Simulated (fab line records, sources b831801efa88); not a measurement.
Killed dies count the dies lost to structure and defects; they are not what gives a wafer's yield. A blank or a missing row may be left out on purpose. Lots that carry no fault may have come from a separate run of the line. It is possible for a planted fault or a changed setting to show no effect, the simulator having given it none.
fab line records :: flow sky130
[record]
  lots = 11
  wafers = 33
  last-day = 50
route steps=708 shown POLY_GATE@228 VIA3@580 METAL4@598 PASSIVATION@684
lots that met no fault: from a run of the same line without faults
start-h: the number of hours between the record's first day and the start of the first shown wafer of the lot :: wait-h: hours since the lot's step before :: " unchanged from the row above :: L1.1+2: a single row standing in for several wafers :: - either no value or no given start :: * or withheld: withheld :: < > ~ a bound
route shown NAME@n: NAME is a module with steps in the file, n the number in the route of the first one :: usual: mean and standard deviation over wafers with no fault :: same: alike in all rows :: chamber/n: place in a boat :: sites: the reading at each site :: _std_site: their standard deviation :: _edge_site: mean of outer sites minus mean of inner sites :: radius-mm: how far each site lies from the wafer's centre :: mask NAME#n: copy n :: behind: the most recent tool/chamber to have shaped the wafer :: hold: the reason the lot was held/the length of the hold in hours/how it ended :: device: the transistor (n, p or np) that didn't switch :: end of line: the tests these same wafers got at the end of their route :: a step without rows: its recipe alone :: killed: the dies lost at the first sort to structure and to defects; this is not the yield of the wafer :: map: per-die view of a wafer (x killed, . not killed, _ where there is no die)
set.NAME: setting as actually run; set.NAME@STEP: the setting as run at that earlier step :: model.NAME: the simulator's own value behind a step, which no gauge read
route steps across a sampled set of lots; one table per step, one row per wafer
services: a tool's chamber out of use, with start hour (start-h, from the record's first day; less than 0 if before it), hours out, and reason
[[steps]]
[step SKY_POLY_GATE_OVL_MEAS_14]
[usual]
  POLY_GATE_OVL = -3/5.9
lot.wafer: L584.2
tool: overlay-01
chamber: -
start-h: 376.27
wait-h: 0.1
POLY_GATE_OVL[nm]: -4

lot.wafer: L584.3
tool: overlay-01
chamber: -
start-h: 376.27
wait-h: 0.1
POLY_GATE_OVL[nm]: 4

lot.wafer: L584.6
tool: overlay-01
chamber: -
start-h: 376.27
wait-h: 0.1
POLY_GATE_OVL[nm]: -4

lot.wafer: L585.1
tool: overlay-01
chamber: -
start-h: 383.48
wait-h: 0.1
POLY_GATE_OVL[nm]: -6

lot.wafer: L585.5
tool: overlay-01
chamber: -
start-h: 383.48
wait-h: 0.1
POLY_GATE_OVL[nm]: -9

lot.wafer: L585.6
tool: overlay-01
chamber: -
start-h: 383.48
wait-h: 0.1
POLY_GATE_OVL[nm]: -13

lot.wafer: L587.4
tool: overlay-02
chamber: -
start-h: 417.73
wait-h: 0.1
POLY_GATE_OVL[nm]: -7

lot.wafer: L587.5
tool: overlay-02
chamber: -
start-h: 417.73
wait-h: 0.1
POLY_GATE_OVL[nm]: -13

lot.wafer: L587.6
tool: overlay-02
chamber: -
start-h: 417.73
wait-h: 0.1
POLY_GATE_OVL[nm]: -12

lot.wafer: L588.1
tool: overlay-01
chamber: -
start-h: 443.03
wait-h: 0.1
POLY_GATE_OVL[nm]: -11

lot.wafer: L588.2
tool: overlay-01
chamber: -
start-h: 443.03
wait-h: 0.1
POLY_GATE_OVL[nm]: -4

lot.wafer: L588.6
tool: overlay-01
chamber: -
start-h: 443.03
wait-h: 0.1
POLY_GATE_OVL[nm]: -5

lot.wafer: L591.1
tool: overlay-01
chamber: -
start-h: 456.46
wait-h: 0.1
POLY_GATE_OVL[nm]: 5

lot.wafer: L591.3
tool: overlay-01
chamber: -
start-h: 456.46
wait-h: 0.1
POLY_GATE_OVL[nm]: 6

lot.wafer: L591.6
tool: overlay-01
chamber: -
start-h: 456.46
wait-h: 0.1
POLY_GATE_OVL[nm]: -3

lot.wafer: L593.2
tool: overlay-01
chamber: -
start-h: 468.02
wait-h: 0.1
POLY_GATE_OVL[nm]: -9

lot.wafer: L593.3
tool: overlay-01
chamber: -
start-h: 468.02
wait-h: 0.1
POLY_GATE_OVL[nm]: -8

lot.wafer: L593.6
tool: overlay-01
chamber: -
start-h: 468.02
wait-h: 0.1
POLY_GATE_OVL[nm]: -1

lot.wafer: L594.1
tool: overlay-02
chamber: -
start-h: 474.63
wait-h: 0.1
POLY_GATE_OVL[nm]: -2

lot.wafer: L594.2
tool: overlay-02
chamber: -
start-h: 474.63
wait-h: 0.1
POLY_GATE_OVL[nm]: -5

lot.wafer: L594.3
tool: overlay-02
chamber: -
start-h: 474.63
wait-h: 0.1
POLY_GATE_OVL[nm]: 3

lot.wafer: L595.1
tool: overlay-02
chamber: -
start-h: 488.06
wait-h: 0.1
POLY_GATE_OVL[nm]: -3

lot.wafer: L595.3
tool: overlay-02
chamber: -
start-h: 488.06
wait-h: 0.1
POLY_GATE_OVL[nm]: -10

lot.wafer: L595.5
tool: overlay-02
chamber: -
start-h: 488.06
wait-h: 0.1
POLY_GATE_OVL[nm]: -1

lot.wafer: L596.1
tool: overlay-01
chamber: -
start-h: 496.81
wait-h: 0.1
POLY_GATE_OVL[nm]: -2

lot.wafer: L596.3
tool: overlay-01
chamber: -
start-h: 496.81
wait-h: 0.1
POLY_GATE_OVL[nm]: 0

lot.wafer: L596.5
tool: overlay-01
chamber: -
start-h: 496.81
wait-h: 0.1
POLY_GATE_OVL[nm]: 1

lot.wafer: L598.1
tool: overlay-02
chamber: -
start-h: 506.56
wait-h: 0.1
POLY_GATE_OVL[nm]: 3

lot.wafer: L598.5
tool: overlay-02
chamber: -
start-h: 506.56
wait-h: 0.1
POLY_GATE_OVL[nm]: 0

lot.wafer: L598.6
tool: overlay-02
chamber: -
start-h: 506.56
wait-h: 0.1
POLY_GATE_OVL[nm]: 1

lot.wafer: L605.2
tool: overlay-01
chamber: -
start-h: 563.67
wait-h: 0.1
POLY_GATE_OVL[nm]: -9

lot.wafer: L605.4
tool: overlay-01
chamber: -
start-h: 563.67
wait-h: 0.1
POLY_GATE_OVL[nm]: -2

lot.wafer: L605.5
tool: overlay-01
chamber: -
start-h: 563.67
wait-h: 0.1
POLY_GATE_OVL[nm]: -2
[step SKY_VIA3_COAT_07]
[recipe]
  resist = KrF-thick
  spin-rpm = 3000
  resist-thk-nm = 450
[usual]
  spin-speed-rpm = 3000.2/1.9
lot.wafer: L584.2
tool: litho-track-01
chamber: 0
start-h: 922
wait-h: -
spin-speed-rpm: 3001.9

lot.wafer: L584.3
tool: litho-track-01
chamber: 0
start-h: 922
wait-h: -
spin-speed-rpm: 3001.4

lot.wafer: L584.6
tool: litho-track-01
chamber: 0
start-h: 922
wait-h: -
spin-speed-rpm: 3001.6

lot.wafer: L585.1
tool: litho-track-04
chamber: 0
start-h: 926
wait-h: -
spin-speed-rpm: 2998.4

lot.wafer: L585.5
tool: litho-track-04
chamber: 0
start-h: 927
wait-h: -
spin-speed-rpm: 3000.1

lot.wafer: L585.6
tool: litho-track-04
chamber: 0
start-h: 927
wait-h: -
spin-speed-rpm: 2994.5

lot.wafer: L587.4
tool: litho-track-01
chamber: 0
start-h: 957
wait-h: -
spin-speed-rpm: 3001.6

lot.wafer: L587.5
tool: litho-track-01
chamber: 0
start-h: 957
wait-h: -
spin-speed-rpm: 3000.2

lot.wafer: L587.6
tool: litho-track-01
chamber: 0
start-h: 957
wait-h: -
spin-speed-rpm: 3000.3

lot.wafer: L588.1
tool: litho-track-04
chamber: 0
start-h: 979
wait-h: -
spin-speed-rpm: 3002.0

lot.wafer: L588.2
tool: litho-track-04
chamber: 0
start-h: 979
wait-h: -
spin-speed-rpm: 3003.9

lot.wafer: L588.6
tool: litho-track-04
chamber: 0
start-h: 979
wait-h: -
spin-speed-rpm: 3003.2

lot.wafer: L591.1
tool: litho-track-04
chamber: 0
start-h: 983
wait-h: -
spin-speed-rpm: 2999.5

lot.wafer: L591.3
tool: litho-track-04
chamber: 0
start-h: 983
wait-h: -
spin-speed-rpm: 2999.9

lot.wafer: L591.6
tool: litho-track-04
chamber: 0
start-h: 983
wait-h: -
spin-speed-rpm: 2999.4

lot.wafer: L593.2
tool: litho-track-04
chamber: 0
start-h: 988
wait-h: -
spin-speed-rpm: 3000.4

lot.wafer: L593.3
tool: litho-track-04
chamber: 0
start-h: 988
wait-h: -
spin-speed-rpm: 3000.1

lot.wafer: L593.6
tool: litho-track-04
chamber: 0
start-h: 988
wait-h: -
spin-speed-rpm: 2999.5

lot.wafer: L594.1
tool: litho-track-04
chamber: 0
start-h: 995
wait-h: -
spin-speed-rpm: 3330.7

lot.wafer: L594.2
tool: litho-track-04
chamber: 0
start-h: 995
wait-h: -
spin-speed-rpm: 3330.8

lot.wafer: L594.3
tool: litho-track-04
chamber: 0
start-h: 995
wait-h: -
spin-speed-rpm: 3332.0

lot.wafer: L595.1
tool: litho-track-03
chamber: 0
start-h: 1008
wait-h: -
spin-speed-rpm: 2997.1

lot.wafer: L595.3
tool: litho-track-03
chamber: 0
start-h: 1008
wait-h: -
spin-speed-rpm: 2999.5

lot.wafer: L595.5
tool: litho-track-03
chamber: 0
start-h: 1008
wait-h: -
spin-speed-rpm: 3000.9

lot.wafer: L596.1
tool: litho-track-01
chamber: 0
start-h: 1013
wait-h: -
spin-speed-rpm: 2998.4

lot.wafer: L596.3
tool: litho-track-01
chamber: 0
start-h: 1013
wait-h: -
spin-speed-rpm: 3000.3

lot.wafer: L596.5
tool: litho-track-01
chamber: 0
start-h: 1013
wait-h: -
spin-speed-rpm: 2998.0

lot.wafer: L598.1
tool: litho-track-04
chamber: 0
start-h: 1021
wait-h: -
spin-speed-rpm: 3331.7

lot.wafer: L598.5
tool: litho-track-04
chamber: 0
start-h: 1021
wait-h: -
spin-speed-rpm: 3329.8

lot.wafer: L598.6
tool: litho-track-04
chamber: 0
start-h: 1021
wait-h: -
spin-speed-rpm: 3329.6

lot.wafer: L605.2
tool: litho-track-03
chamber: 0
start-h: 1063
wait-h: -
spin-speed-rpm: 2998.2

lot.wafer: L605.4
tool: litho-track-03
chamber: 0
start-h: 1063
wait-h: -
spin-speed-rpm: 2998.6

lot.wafer: L605.5
tool: litho-track-03
chamber: 0
start-h: 1063
wait-h: -
spin-speed-rpm: 2999.5
[step SKY_VIA3_STRIP_16]
[recipe]
  chemistry = O2/N2
  power-w = 1400
  pressure-mtorr = 1500
  platen-temp-c = withheld
  o2-flow-sccm = 3000
  n2-flow-sccm = 300
  overash-fraction = 0.5
[usual]
  drypump-motor-current-A = 5.7/0.49
  oes-product-au = 0.402/0.0049
  strip-time-to-endpoint-s = 4.127/0.019
[same]
  overash-fraction = 0.5
lot.wafer: L584.2
tool: plasma-asher-04
chamber: 0
start-h: 934.23
wait-h: 0.0
drypump-motor-current-A: 6.2
oes-product-au: 0.403
rf-hours-counter-h: 80
strip-time-to-endpoint-s: 4.111

lot.wafer: L584.3
tool: plasma-asher-04
chamber: 0
start-h: 934.23
wait-h: 0.0
drypump-motor-current-A: 6.2
oes-product-au: 0.397
rf-hours-counter-h: -
strip-time-to-endpoint-s: 4.129

lot.wafer: L584.6
tool: plasma-asher-04
chamber: 1
start-h: 934.23
wait-h: 0.0
drypump-motor-current-A: 5.0
oes-product-au: 0.393
rf-hours-counter-h: -
strip-time-to-endpoint-s: 4.147

lot.wafer: L585.1
tool: plasma-asher-04
chamber: 0
start-h: 939.58
wait-h: 0.0
drypump-motor-current-A: 6.2
oes-product-au: 0.407
rf-hours-counter-h: 81
strip-time-to-endpoint-s: 4.128

lot.wafer: L585.5
tool: plasma-asher-04
chamber: 0
start-h: 939.58
wait-h: 0.0
drypump-motor-current-A: 6.2
oes-product-au: 0.401
rf-hours-counter-h: -
strip-time-to-endpoint-s: 4.134

lot.wafer: L585.6
tool: plasma-asher-04
chamber: 1
start-h: 939.58
wait-h: 0.0
drypump-motor-current-A: 5.0
oes-product-au: 0.400
rf-hours-counter-h: -
strip-time-to-endpoint-s: 4.120

lot.wafer: L587.4
tool: plasma-asher-04
chamber: 0
start-h: 967.98
wait-h: 0.1
drypump-motor-current-A: 6.2
oes-product-au: 0.400
rf-hours-counter-h: -
strip-time-to-endpoint-s: 4.127

lot.wafer: L587.5
tool: plasma-asher-04
chamber: 1
start-h: 967.98
wait-h: 0.1
drypump-motor-current-A: 5.0
oes-product-au: 0.407
rf-hours-counter-h: -
strip-time-to-endpoint-s: 4.124

lot.wafer: L587.6
tool: plasma-asher-04
chamber: 0
start-h: 967.98
wait-h: 0.1
drypump-motor-current-A: 6.2
oes-product-au: 0.406
rf-hours-counter-h: -
strip-time-to-endpoint-s: 4.116

lot.wafer: L588.1
tool: plasma-asher-03
chamber: 0
start-h: 992.35
wait-h: 0.0
drypump-motor-current-A: 4.8
oes-product-au: 0.403
rf-hours-counter-h: 116
strip-time-to-endpoint-s: 4.135

lot.wafer: L588.2
tool: plasma-asher-03
chamber: 1
start-h: 992.35
wait-h: 0.0
drypump-motor-current-A: 6.1
oes-product-au: 0.411
rf-hours-counter-h: 116
strip-time-to-endpoint-s: 4.151

lot.wafer: L588.6
tool: plasma-asher-03
chamber: 1
start-h: 992.35
wait-h: 0.0
drypump-motor-current-A: 6.1
oes-product-au: 0.404
rf-hours-counter-h: -
strip-time-to-endpoint-s: 4.149

lot.wafer: L591.1
tool: plasma-asher-02
chamber: 0
start-h: 995.35
wait-h: 0.0
drypump-motor-current-A: 5.8
oes-product-au: 0.396
rf-hours-counter-h: 55
strip-time-to-endpoint-s: 4.129

lot.wafer: L591.3
tool: plasma-asher-02
chamber: 0
start-h: 995.35
wait-h: 0.0
drypump-motor-current-A: 5.8
oes-product-au: 0.413
rf-hours-counter-h: -
strip-time-to-endpoint-s: 4.170

lot.wafer: L591.6
tool: plasma-asher-02
chamber: 0
start-h: 995.35
wait-h: 0.0
drypump-motor-current-A: 5.8
oes-product-au: 0.402
rf-hours-counter-h: -
strip-time-to-endpoint-s: 4.142

lot.wafer: L593.2
tool: plasma-asher-02
chamber: 1
start-h: 999.70
wait-h: 0.0
drypump-motor-current-A: 5.9
oes-product-au: 0.397
rf-hours-counter-h: 55
strip-time-to-endpoint-s: 4.142

lot.wafer: L593.3
tool: plasma-asher-02
chamber: 0
start-h: 999.70
wait-h: 0.0
drypump-motor-current-A: 5.8
oes-product-au: 0.409
rf-hours-counter-h: -
strip-time-to-endpoint-s: 4.131

lot.wafer: L593.6
tool: plasma-asher-02
chamber: 0
start-h: 999.70
wait-h: 0.0
drypump-motor-current-A: 5.8
oes-product-au: 0.401
rf-hours-counter-h: -
strip-time-to-endpoint-s: 4.141

lot.wafer: L594.1
tool: plasma-asher-03
chamber: 0
start-h: 1007.63
wait-h: 0.0
drypump-motor-current-A: 4.8
oes-product-au: 0.394
rf-hours-counter-h: 118
strip-time-to-endpoint-s: 3.858

lot.wafer: L594.2
tool: plasma-asher-03
chamber: 1
start-h: 1007.63
wait-h: 0.0
drypump-motor-current-A: 6.1
oes-product-au: 0.399
rf-hours-counter-h: 118
strip-time-to-endpoint-s: 3.874

lot.wafer: L594.3
tool: plasma-asher-03
chamber: 1
start-h: 1007.63
wait-h: 0.0
drypump-motor-current-A: 6.1
oes-product-au: 0.391
rf-hours-counter-h: -
strip-time-to-endpoint-s: 3.885

lot.wafer: L595.1
tool: plasma-asher-04
chamber: 0
start-h: 1019.15
wait-h: 0.0
drypump-motor-current-A: 6.2
oes-product-au: 0.403
rf-hours-counter-h: 89
strip-time-to-endpoint-s: 4.139

lot.wafer: L595.3
tool: plasma-asher-04
chamber: 0
start-h: 1019.15
wait-h: 0.0
drypump-motor-current-A: 6.2
oes-product-au: 0.402
rf-hours-counter-h: -
strip-time-to-endpoint-s: 4.105

lot.wafer: L595.5
tool: plasma-asher-04
chamber: 1
start-h: 1019.15
wait-h: 0.0
drypump-motor-current-A: 5.0
oes-product-au: 0.404
rf-hours-counter-h: -
strip-time-to-endpoint-s: 4.136

lot.wafer: L596.1
tool: plasma-asher-02
chamber: 0
start-h: 1023.25
wait-h: 0.0
drypump-motor-current-A: 5.8
oes-product-au: 0.398
rf-hours-counter-h: 58
strip-time-to-endpoint-s: 4.123

lot.wafer: L596.3
tool: plasma-asher-02
chamber: 0
start-h: 1023.25
wait-h: 0.0
drypump-motor-current-A: 5.8
oes-product-au: 0.403
rf-hours-counter-h: -
strip-time-to-endpoint-s: 4.107

lot.wafer: L596.5
tool: plasma-asher-02
chamber: 0
start-h: 1023.25
wait-h: 0.0
drypump-motor-current-A: 5.8
oes-product-au: 0.407
rf-hours-counter-h: -
strip-time-to-endpoint-s: 4.122

lot.wafer: L598.1
tool: plasma-asher-02
chamber: 0
start-h: 1033.95
wait-h: 0.0
drypump-motor-current-A: 5.8
oes-product-au: 0.394
rf-hours-counter-h: 58
strip-time-to-endpoint-s: 3.865

lot.wafer: L598.5
tool: plasma-asher-02
chamber: 1
start-h: 1033.95
wait-h: 0.0
drypump-motor-current-A: 5.9
oes-product-au: 0.394
rf-hours-counter-h: -
strip-time-to-endpoint-s: 3.877

lot.wafer: L598.6
tool: plasma-asher-02
chamber: 0
start-h: 1033.95
wait-h: 0.0
drypump-motor-current-A: 5.8
oes-product-au: 0.383
rf-hours-counter-h: -
strip-time-to-endpoint-s: 3.889

lot.wafer: L605.2
tool: plasma-asher-02
chamber: 1
start-h: 1073.45
wait-h: 0.0
drypump-motor-current-A: 5.9
oes-product-au: 0.391
rf-hours-counter-h: 63
strip-time-to-endpoint-s: 4.108

lot.wafer: L605.4
tool: plasma-asher-02
chamber: 0
start-h: 1073.45
wait-h: 0.0
drypump-motor-current-A: 5.8
oes-product-au: 0.402
rf-hours-counter-h: -
strip-time-to-endpoint-s: 4.115

lot.wafer: L605.5
tool: plasma-asher-02
chamber: 1
start-h: 1073.45
wait-h: 0.0
drypump-motor-current-A: 5.9
oes-product-au: 0.409
rf-hours-counter-h: -
strip-time-to-endpoint-s: 4.106
[step SKY_METAL4_SPUTTER_00]
[recipe]
  material = Ti
  target-thk-nm = 15
  power-w = 3000
  time-s = 10
  chamber-pressure-pa = 0.4
[usual]
  throttle-valve-pct = 30.4/0.65
lot.wafer: L584.2
tool: pvd-sputter-03
chamber: -
start-h: 935.73
wait-h: 0.2
throttle-valve-pct: 30.5

lot.wafer: L584.3
tool: pvd-sputter-03
chamber: -
start-h: 935.73
wait-h: 0.2
throttle-valve-pct: 31.2

lot.wafer: L584.6
tool: pvd-sputter-03
chamber: -
start-h: 935.73
wait-h: 0.2
throttle-valve-pct: 30.8

lot.wafer: L585.1
tool: pvd-sputter-01
chamber: -
start-h: 940.88
wait-h: 0.1
throttle-valve-pct: 31.7

lot.wafer: L585.5
tool: pvd-sputter-01
chamber: -
start-h: 940.88
wait-h: 0.1
throttle-valve-pct: 31.6

lot.wafer: L585.6
tool: pvd-sputter-01
chamber: -
start-h: 940.88
wait-h: 0.1
throttle-valve-pct: 30.6

lot.wafer: L587.4
tool: pvd-sputter-03
chamber: -
start-h: 969.92
wait-h: 0.1
throttle-valve-pct: 30.4

lot.wafer: L587.5
tool: pvd-sputter-03
chamber: -
start-h: 969.92
wait-h: 0.1
throttle-valve-pct: 30.7

lot.wafer: L587.6
tool: pvd-sputter-03
chamber: -
start-h: 969.92
wait-h: 0.1
throttle-valve-pct: 29.7

lot.wafer: L588.1
tool: pvd-sputter-04
chamber: -
start-h: 993.61
wait-h: 0.2
throttle-valve-pct: 30.9

lot.wafer: L588.2
tool: pvd-sputter-04
chamber: -
start-h: 993.61
wait-h: 0.2
throttle-valve-pct: 30.4

lot.wafer: L588.6
tool: pvd-sputter-04
chamber: -
start-h: 993.61
wait-h: 0.2
throttle-valve-pct: 30.8

lot.wafer: L591.1
tool: pvd-sputter-01
chamber: -
start-h: 996.67
wait-h: 0.2
throttle-valve-pct: 31.9

lot.wafer: L591.3
tool: pvd-sputter-01
chamber: -
start-h: 996.67
wait-h: 0.2
throttle-valve-pct: 29.0

lot.wafer: L591.6
tool: pvd-sputter-01
chamber: -
start-h: 996.67
wait-h: 0.2
throttle-valve-pct: 30.5

lot.wafer: L593.2
tool: pvd-sputter-04
chamber: -
start-h: 1001.20
wait-h: 0.2
throttle-valve-pct: 30.4

lot.wafer: L593.3
tool: pvd-sputter-04
chamber: -
start-h: 1001.20
wait-h: 0.2
throttle-valve-pct: 30.7

lot.wafer: L593.6
tool: pvd-sputter-04
chamber: -
start-h: 1001.20
wait-h: 0.2
throttle-valve-pct: 29.8

lot.wafer: L594.1
tool: pvd-sputter-03
chamber: -
start-h: 1008.99
wait-h: 0.1
throttle-valve-pct: 30.4

lot.wafer: L594.2
tool: pvd-sputter-03
chamber: -
start-h: 1008.99
wait-h: 0.1
throttle-valve-pct: 30.8

lot.wafer: L594.3
tool: pvd-sputter-03
chamber: -
start-h: 1008.99
wait-h: 0.1
throttle-valve-pct: 29.8

lot.wafer: L595.1
tool: pvd-sputter-03
chamber: -
start-h: 1020.74
wait-h: 0.1
throttle-valve-pct: 30.5

lot.wafer: L595.3
tool: pvd-sputter-03
chamber: -
start-h: 1020.74
wait-h: 0.1
throttle-valve-pct: 31.1

lot.wafer: L595.5
tool: pvd-sputter-03
chamber: -
start-h: 1020.74
wait-h: 0.1
throttle-valve-pct: 31.2

lot.wafer: L596.1
tool: pvd-sputter-03
chamber: -
start-h: 1024.54
wait-h: 0.2
throttle-valve-pct: 29.7

lot.wafer: L596.3
tool: pvd-sputter-03
chamber: -
start-h: 1024.54
wait-h: 0.2
throttle-valve-pct: 30.9

lot.wafer: L596.5
tool: pvd-sputter-03
chamber: -
start-h: 1024.54
wait-h: 0.2
throttle-valve-pct: 29.5

lot.wafer: L598.1
tool: pvd-sputter-01
chamber: -
start-h: 1035.27
wait-h: 0.2
throttle-valve-pct: 29.2

lot.wafer: L598.5
tool: pvd-sputter-01
chamber: -
start-h: 1035.27
wait-h: 0.2
throttle-valve-pct: 29.2

lot.wafer: L598.6
tool: pvd-sputter-01
chamber: -
start-h: 1035.27
wait-h: 0.2
throttle-valve-pct: 30.2

lot.wafer: L605.2
tool: pvd-sputter-03
chamber: -
start-h: 1074.72
wait-h: 0.2
throttle-valve-pct: 31.0

lot.wafer: L605.4
tool: pvd-sputter-03
chamber: -
start-h: 1074.72
wait-h: 0.2
throttle-valve-pct: 29.7

lot.wafer: L605.5
tool: pvd-sputter-03
chamber: -
start-h: 1074.72
wait-h: 0.2
throttle-valve-pct: 29.8
[step SKY_PASSIVATION_THK_MEAS_03]
[recipe]
  reads = Si3N4_of_PASSIVATION_CVD_02
[usual]
  PASSIVATION_CVD_02_THK = 540/6.7
lot.wafer: L584.2
tool: film-metro-02
chamber: -
start-h: 1032.09
wait-h: -
PASSIVATION_CVD_02_THK[nm]: 545

lot.wafer: L584.3
tool: film-metro-02
chamber: -
start-h: 1032.09
wait-h: -
PASSIVATION_CVD_02_THK[nm]: 545

lot.wafer: L584.6
tool: film-metro-02
chamber: -
start-h: 1032.09
wait-h: -
PASSIVATION_CVD_02_THK[nm]: 543

lot.wafer: L585.1
tool: film-metro-02
chamber: -
start-h: 1035.97
wait-h: -
PASSIVATION_CVD_02_THK[nm]: 537

lot.wafer: L585.5
tool: film-metro-02
chamber: -
start-h: 1035.97
wait-h: -
PASSIVATION_CVD_02_THK[nm]: 544

lot.wafer: L585.6
tool: film-metro-02
chamber: -
start-h: 1035.97
wait-h: -
PASSIVATION_CVD_02_THK[nm]: 553

lot.wafer: L587.4
tool: film-metro-02
chamber: -
start-h: 1066.73
wait-h: -
PASSIVATION_CVD_02_THK[nm]: 546

lot.wafer: L587.5
tool: film-metro-02
chamber: -
start-h: 1066.73
wait-h: -
PASSIVATION_CVD_02_THK[nm]: 547

lot.wafer: L587.6
tool: film-metro-02
chamber: -
start-h: 1066.73
wait-h: -
PASSIVATION_CVD_02_THK[nm]: 543

lot.wafer: L588.1
tool: film-metro-04
chamber: -
start-h: 1086.88
wait-h: -
PASSIVATION_CVD_02_THK[nm]: 540

lot.wafer: L588.2
tool: film-metro-04
chamber: -
start-h: 1086.88
wait-h: -
PASSIVATION_CVD_02_THK[nm]: 544

lot.wafer: L588.6
tool: film-metro-04
chamber: -
start-h: 1086.88
wait-h: -
PASSIVATION_CVD_02_THK[nm]: 538

lot.wafer: L591.1
tool: film-metro-01
chamber: -
start-h: 1090.24
wait-h: -
PASSIVATION_CVD_02_THK[nm]: 529

lot.wafer: L591.3
tool: film-metro-01
chamber: -
start-h: 1090.24
wait-h: -
PASSIVATION_CVD_02_THK[nm]: 531

lot.wafer: L591.6
tool: film-metro-01
chamber: -
start-h: 1090.24
wait-h: -
PASSIVATION_CVD_02_THK[nm]: 545

lot.wafer: L593.2
tool: film-metro-01
chamber: -
start-h: 1093.59
wait-h: -
PASSIVATION_CVD_02_THK[nm]: 539

lot.wafer: L593.3
tool: film-metro-01
chamber: -
start-h: 1093.59
wait-h: -
PASSIVATION_CVD_02_THK[nm]: 534

lot.wafer: L593.6
tool: film-metro-01
chamber: -
start-h: 1093.59
wait-h: -
PASSIVATION_CVD_02_THK[nm]: 547

lot.wafer: L594.1
tool: film-metro-01
chamber: -
start-h: 1098.78
wait-h: -
PASSIVATION_CVD_02_THK[nm]: 533

lot.wafer: L594.2
tool: film-metro-01
chamber: -
start-h: 1098.78
wait-h: -
PASSIVATION_CVD_02_THK[nm]: 536

lot.wafer: L594.3
tool: film-metro-01
chamber: -
start-h: 1098.78
wait-h: -
PASSIVATION_CVD_02_THK[nm]: 538

lot.wafer: L595.1
tool: film-metro-01
chamber: -
start-h: 1112.64
wait-h: -
PASSIVATION_CVD_02_THK[nm]: 538

lot.wafer: L595.3
tool: film-metro-01
chamber: -
start-h: 1112.64
wait-h: -
PASSIVATION_CVD_02_THK[nm]: 543

lot.wafer: L595.5
tool: film-metro-01
chamber: -
start-h: 1112.64
wait-h: -
PASSIVATION_CVD_02_THK[nm]: 549

lot.wafer: L596.1
tool: film-metro-02
chamber: -
start-h: 1115.09
wait-h: -
PASSIVATION_CVD_02_THK[nm]: 541

lot.wafer: L596.3
tool: film-metro-02
chamber: -
start-h: 1115.09
wait-h: -
PASSIVATION_CVD_02_THK[nm]: 537

lot.wafer: L596.5
tool: film-metro-02
chamber: -
start-h: 1115.09
wait-h: -
PASSIVATION_CVD_02_THK[nm]: 550

lot.wafer: L598.1
tool: film-metro-01
chamber: -
start-h: 1121.10
wait-h: -
PASSIVATION_CVD_02_THK[nm]: 534

lot.wafer: L598.5
tool: film-metro-01
chamber: -
start-h: 1121.10
wait-h: -
PASSIVATION_CVD_02_THK[nm]: 545

lot.wafer: L598.6
tool: film-metro-01
chamber: -
start-h: 1121.10
wait-h: -
PASSIVATION_CVD_02_THK[nm]: 541

lot.wafer: L605.2
tool: film-metro-01
chamber: -
start-h: 1158.51
wait-h: -
PASSIVATION_CVD_02_THK[nm]: 531

lot.wafer: L605.4
tool: film-metro-01
chamber: -
start-h: 1158.51
wait-h: -
PASSIVATION_CVD_02_THK[nm]: 538

lot.wafer: L605.5
tool: film-metro-01
chamber: -
start-h: 1158.51
wait-h: -
PASSIVATION_CVD_02_THK[nm]: 542
[[services]]
tool: pvd-sputter-03
chamber: -
start-h: 898.83
hours: 0.7
kind: repair

tool: pvd-sputter-01
chamber: -
start-h: 909.97
hours: 1.9
kind: repair

tool: pvd-sputter-03
chamber: -
start-h: 920.18
hours: 1.9
kind: repair

tool: pvd-sputter-04
chamber: -
start-h: 942.44
hours: 1.1
kind: repair

tool: pvd-sputter-01
chamber: 0
start-h: 958.13
hours: -
kind: consumable-replace:kit

tool: pvd-sputter-01
chamber: 0
start-h: 958.13
hours: 18.0
kind: scheduled-down

tool: pvd-sputter-01
chamber: 0
start-h: 958.13
hours: 18.0
kind: vent-cycle

tool: pvd-sputter-04
chamber: 3
start-h: 964.25
hours: -
kind: consumable-replace:kit

tool: pvd-sputter-04
chamber: 3
start-h: 964.25
hours: 18.0
kind: scheduled-down

tool: pvd-sputter-04
chamber: 3
start-h: 964.25
hours: 18.0
kind: vent-cycle

tool: pvd-sputter-03
chamber: 1
start-h: 970.08
hours: -
kind: consumable-replace:kit

tool: pvd-sputter-03
chamber: 1
start-h: 970.08
hours: 18.0
kind: scheduled-down

tool: pvd-sputter-03
chamber: 1
start-h: 970.08
hours: 18.0
kind: vent-cycle

tool: pvd-sputter-04
chamber: -
start-h: 976.07
hours: 8.4
kind: repair

tool: plasma-asher-03
chamber: -
start-h: 1021.19
hours: 6.6
kind: repair

tool: pvd-sputter-03
chamber: -
start-h: 1033.43
hours: 6.9
kind: repair

tool: pvd-sputter-01
chamber: -
start-h: 1044.90
hours: 6.3
kind: repair

tool: pvd-sputter-04
chamber: 2
start-h: 1045.86
hours: -
kind: consumable-replace:kit

tool: pvd-sputter-04
chamber: 2
start-h: 1045.86
hours: 18.0
kind: scheduled-down

tool: pvd-sputter-04
chamber: 2
start-h: 1045.86
hours: 18.0
kind: vent-cycle

tool: plasma-asher-03
chamber: -
start-h: 1055.25
hours: 9.0
kind: pm

tool: plasma-asher-03
chamber: 0
start-h: 1055.25
hours: 9.0
kind: vent-cycle

tool: plasma-asher-03
chamber: 1
start-h: 1055.25
hours: 9.0
kind: vent-cycle

tool: plasma-asher-03
chamber: 0
start-h: 1064.25
hours: -
kind: clean
[[key]]
[first-sign]
  step = SKY_VIA3_COAT_07
  reading = spin-speed-rpm
  direction = up
  sigmas = 99+
  usual = 3000.2
  struck = 3330.8
[effect]
  step = SKY_VIA3_STRIP_16
  reading = strip-time-to-endpoint-s
  direction = down
  sigmas = 14
  usual = *
  struck = *
met-at SKY_VIA3_COAT_07
struck-lots L594,L598
not-acting-at SKY_POLY_GATE_OVL_MEAS_14,SKY_METAL4_SPUTTER_00,SKY_PASSIVATION_THK_MEAS_03
onset-between 988 995
[fault]
  kind = process-parameter-drift
  tool = litho-track-04
  chamber = -
  onset-h = 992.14
  steps = SKY_VIA3_COAT_07
  channel = spin-rpm
  offset = 329.78
  shape = step
  end-h = 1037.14
  acts-in = these-recipes-only
  stated = 3000
